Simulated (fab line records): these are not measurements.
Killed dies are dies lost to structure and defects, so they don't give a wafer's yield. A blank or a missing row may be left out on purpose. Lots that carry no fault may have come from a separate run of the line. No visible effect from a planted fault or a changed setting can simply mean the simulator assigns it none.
fab line records	flow gf180mcu	part 2 of 2: steps 26 to 35 of 35
record lots=5	wafers=15	last-day=33
route steps=602 shown POLY_GATE@165 HV_LDD@176
lots with no fault: from the same line, run without faults
start-h: hours from the record's first day to the start of the lot's first wafer shown	wait-h: hours since the lot's step before	" the same as in the row above	L1.1+2: one row covering several wafers at once	- value missing, or start not given	* or withheld: withheld	< > ~ a bound
route shown NAME@n: NAME is a module with steps in the file, n the number in the route of the first one	usual: average and standard deviation across the fault-free wafers	same: alike in all rows	chamber/n: place in a boat	sites: per-site readings	_std_site: the values' standard deviation	_edge_site: outer sites' mean less inner sites'	radius-mm: how far each site lies from the wafer's centre	mask NAME#n: copy n	behind: tool/chamber where the wafer was last shaped	hold: cause of the lot's hold/its duration in hours/its outcome	device: which transistor (n, p or np) failed to switch	end of line: the route-end tests of the same wafers	step lacking rows: just its recipe	killed: dies lost to structure and defects at the first sort, not the wafer's yield	map: a wafer's dies, marking killed ones x, the rest . and places with no die _
set.NAME: setting as actually run; set.NAME@STEP: the setting as run at that earlier step	model.NAME: the simulator's own value behind a step, which no gauge read
a table for each step, a row for each wafer; lots at some steps of the route
services: when a tool's chamber went out of use (start-h, in hours from the record's first day, below 0 if earlier), for how many hours, and the reason
## steps
# step GF_HV_LDD_COAT_14
# recipe resist=NOVOLAK	spin-rpm=3000	resist-thk-nm=1000
# usual resist-line-temp-C=23.00/0.11
lot.wafer	tool	chamber	start-h	wait-h	resist-line-temp-C
L077.1	litho-track-03	0	255.05	0.1	23.03
L077.2	"	0	"	"	22.94
L077.3	"	0	"	"	22.97
L082.3	litho-track-03	0	286.70	0.1	23.04
L082.5	"	0	"	"	23.08
L082.6	"	0	"	"	23.02
L084.2	litho-track-01	0	298.43	0.1	22.89
L084.3	"	0	"	"	23.17
L084.5	"	0	"	"	23.09
L085.1	litho-track-02	0	312.35	0.1	22.70
L085.2	"	0	"	"	22.94
L085.3	"	0	"	"	22.96
L091.1	litho-track-03	0	351.25	0.1	22.90
L091.4	"	0	"	"	23.06
L091.5	"	0	"	"	23.04
# step GF_HV_LDD_SOFTBAKE_15
# recipe temp-c=90	time-s=60	resist=NOVOLAK
# usual resist-line-temp-C=22.99/0.093
lot.wafer	tool	chamber	start-h	wait-h	resist-line-temp-C
L077.1	litho-track-03	0	255.20	0.1	22.91
L077.2	"	0	"	"	22.90
L077.3	"	0	"	"	22.80
L082.3	litho-track-03	0	286.85	0.1	23.05
L082.5	"	0	"	"	22.89
L082.6	"	0	"	"	23.02
L084.2	litho-track-01	0	298.58	0.1	22.99
L084.3	"	0	"	"	23.03
L084.5	"	0	"	"	23.04
L085.1	litho-track-02	0	312.50	0.1	22.93
L085.2	"	0	"	"	22.99
L085.3	"	0	"	"	22.99
L091.1	litho-track-03	0	351.40	0.1	22.96
L091.4	"	0	"	"	23.10
L091.5	"	0	"	"	23.03
# step GF_HV_LDD_EXPOSE_16
# recipe mask-id=Pplus_LV_AREA	target-cd-nm=400	na=0.6	source-shape=conventional	sigma-outer=0.6	dose-mj=140
lot.wafer	tool	chamber	start-h	wait-h	mask
L077.1+2+3	iline-stepper-01	0	-	-	Pplus_LV_AREA#0
L082.3+5+6	iline-stepper-01	0	-	-	Pplus_LV_AREA#0
L084.2+3+5	iline-stepper-02	0	-	-	Pplus_LV_AREA#0
L085.1+2+3	iline-stepper-01	0	-	-	Pplus_LV_AREA#0
L091.1+4+5	iline-stepper-02	0	-	-	Pplus_LV_AREA#0
# step GF_HV_LDD_PEB_17
# recipe temp-c=withheld	time-s=*	resist=NOVOLAK
# usual resist-line-temp-C=*
lot.wafer	tool	chamber	start-h	wait-h	resist-line-temp-C
L077.1	litho-track-01	0	-	-	*
L077.2	"	0	"	"	*
L077.3	"	0	"	"	*
L082.3	litho-track-02	0	-	-	*
L082.5	"	0	"	"	*
L082.6	"	0	"	"	*
L084.2	litho-track-02	0	-	-	*
L084.3	"	0	"	"	*
L084.5	"	0	"	"	*
L085.1	litho-track-03	0	-	-	*
L085.2	"	0	"	"	*
L085.3	"	0	"	"	*
L091.1	litho-track-02	0	-	-	*
L091.4	"	0	"	"	*
L091.5	"	0	"	"	*
# step GF_HV_LDD_DEVELOP_18
# recipe develop-time-s=60	dev-temp-c=23
# usual resist-line-temp-C=23.02/0.089
lot.wafer	tool	chamber	start-h	wait-h	resist-line-temp-C
L077.1	litho-track-01	0	263.96	0.1	23.13
L077.2	"	0	"	"	22.99
L077.3	"	0	"	"	22.96
L082.3	litho-track-02	0	296.70	0.1	23.12
L082.5	"	0	"	"	23.00
L082.6	"	0	"	"	23.08
L084.2	litho-track-02	0	309.02	0.1	23.05
L084.3	"	0	"	"	23.05
L084.5	"	0	"	"	23.00
L085.1	litho-track-03	0	322.85	0.1	22.98
L085.2	"	0	"	"	23.06
L085.3	"	0	"	"	23.11
L091.1	litho-track-02	0	362.35	0.1	22.86
L091.4	"	0	"	"	22.86
L091.5	"	0	"	"	23.02
# step GF_HV_LDD_CD_MEAS_19
# recipe target-cd-nm=400
# usual cd-nm=400.4/2
lot.wafer	tool	chamber	start-h	wait-h	cd-nm
L077.1	cd-sem-01	-	264.11	0.1	404.9
L077.2	"	-	"	"	406.3
L077.3	"	-	"	"	403.3
L082.3	cd-sem-01	-	296.84	0.1	400.4
L082.5	"	-	"	"	398.1
L082.6	"	-	"	"	400.8
L084.2	cd-sem-01	-	309.17	0.1	396.1
L084.3	"	-	"	"	396.9
L084.5	"	-	"	"	396.7
L085.1	cd-sem-01	-	323.00	0.1	396.8
L085.2	"	-	"	"	397.0
L085.3	"	-	"	"	396.9
L091.1	cd-sem-01	-	362.50	0.1	399.0
L091.4	"	-	"	"	398.8
L091.5	"	-	"	"	399.9
# step GF_HV_LDD_OVL_MEAS_20
# usual HV_LDD_01_OVL=-0.6/1.3
lot.wafer	tool	chamber	start-h	wait-h	HV_LDD_01_OVL[nm]
L077.1	overlay-02	-	264.23	0.1	0.2
L077.2	"	-	"	"	-2.1
L077.3	"	-	"	"	-2.6
L082.3	overlay-01	-	296.93	0.1	0.3
L082.5	"	-	"	"	0.7
L082.6	"	-	"	"	-0.5
L084.2	overlay-02	-	309.27	0.1	0.3
L084.3	"	-	"	"	0.0
L084.5	"	-	"	"	0.7
L085.1	overlay-01	-	323.12	0.1	1.5
L085.2	"	-	"	"	0.6
L085.3	"	-	"	"	-0.2
L091.1	overlay-01	-	362.62	0.1	-0.8
L091.4	"	-	"	"	-1.0
L091.5	"	-	"	"	0.7
# step GF_HV_LDD_IMPLANT_21
# recipe species=BF2	energy-kev=25	dose-cm2=5e+13	tilt-deg=7
# usual tilt-deg=6.996/0.018
lot.wafer	tool	chamber	start-h	wait-h	tilt-deg
L077.1	implanter-02	0	264.26	0.0	6.984
L077.2	"	0	"	"	6.980
L077.3	"	0	"	"	6.978
L082.3	implanter-04	0	297.00	0.1	7.014
L082.5	"	0	"	"	7.004
L082.6	"	0	"	"	7.048
L084.2	implanter-02	0	309.33	0.0	7.010
L084.3	"	0	"	"	7.016
L084.5	"	0	"	"	7.002
L085.1	implanter-04	0	323.16	0.0	6.991
L085.2	"	0	"	"	6.994
L085.3	"	0	"	"	6.964
L091.1	implanter-02	0	362.65	0.0	6.966
L091.4	"	0	"	"	7.001
L091.5	"	0	"	"	6.981
# step GF_HV_LDD_STRIP_22
# recipe chemistry=O2/N2	power-w=1400	pressure-mtorr=1500	platen-temp-c=250	o2-flow-sccm=3000	n2-flow-sccm=300	overash-fraction=0.5
# usual drypump-motor-current-A=5.8/0.57	heater-power-w=316/48	oes-product-au=0.716/0.005	strip-time-to-endpoint-s=12.63/0.031
lot.wafer	tool	chamber	start-h	wait-h	drypump-motor-current-A	heater-power-w	oes-product-au	rf-hours-counter-h	strip-time-to-endpoint-s
L077.1	plasma-asher-01	0	264.41	0.1	5.7	407	0.715	66	12.66
L077.2	"	1	"	"	4.7	278	0.711	66	12.66
L077.3	"	1	"	"	4.7	276	0.718	-	12.65
L082.3	plasma-asher-01	1	297.14	0.1	4.7	279	0.715	-	12.55
L082.5	"	1	"	"	4.7	279	0.715	-	12.55
L082.6	"	0	"	"	5.7	411	0.720	-	12.57
L084.2	plasma-asher-02	1	309.45	0.1	5.6	298	0.711	47	12.64
L084.3	"	0	"	"	6.4	288	0.719	-	12.64
L084.5	"	1	"	"	5.6	298	0.714	-	12.66
L085.1	plasma-asher-01	0	323.31	0.1	5.7	419	0.704	72	12.64
L085.2	"	1	"	"	4.7	279	0.708	72	12.62
L085.3	"	1	"	"	4.7	274	0.713	-	12.64
L091.1	plasma-asher-02	0	362.80	0.1	6.4	283	0.725	53	12.63
L091.4	"	0	"	"	6.4	283	0.714	-	12.66
L091.5	"	1	"	"	5.6	304	0.717	-	12.61
# step GF_HV_LDD_TW_MEAS_23
# usual HV_LDD_2_TW=1054/12
lot.wafer	tool	chamber	start-h	wait-h	HV_LDD_2_TW
L077.1	film-metro-04	-	264.51	0.1	1067
L077.2	"	-	"	"	1065
L077.3	"	-	"	"	1066
L082.3	film-metro-01	-	297.22	0.1	1060
L082.5	"	-	"	"	1065
L082.6	"	-	"	"	1073
L084.2	film-metro-03	-	309.56	0.1	1038
L084.3	"	-	"	"	1034
L084.5	"	-	"	"	1037
L085.1	film-metro-03	-	323.41	0.1	1040
L085.2	"	-	"	"	1042
L085.3	"	-	"	"	1034
L091.1	film-metro-04	-	362.90	0.1	1064
L091.4	"	-	"	"	1064
L091.5	"	-	"	"	1061
## services
tool	chamber	start-h	hours	kind
plasma-asher-04	-	212.33	1.6	repair
wet-bench-03	-	222.90	1.9	pm
plasma-asher-03	-	225.90	2.8	pm
rie-si-01	1	232.41	2.4	repair
implanter-03	-	237.61	3.5	pm
implanter-04	-	240.67	7.3	pm
iline-stepper-02	-	245.33	2.4	repair
iline-stepper-02	-	247.37	7.1	repair
implanter-04	-	250.69	2.6	repair
implanter-02	-	256.79	4.7	pm
rie-diel-04	0	264.99	7.9	repair
rie-si-02	0	265.45	10.5	repair
implanter-02	-	270.31	1.0	repair
iline-stepper-01	-	281.61	1.7	pm
rie-diel-04	1	289.15	6.2	repair
iline-stepper-01	-	301.42	2.1	pm
rie-si-01	2	307.17	16.8	repair
implanter-02	-	309.52	4.0	repair
plasma-asher-01	-	310.23	4.5	repair
iline-stepper-02	-	317.00	1.7	pm
implanter-02	-	324.37	3.9	repair
plasma-asher-03	-	326.10	2.2	repair
furnace-02	-	342.94	2.9	pm
furnace-02	-	362.30	3.7	pm
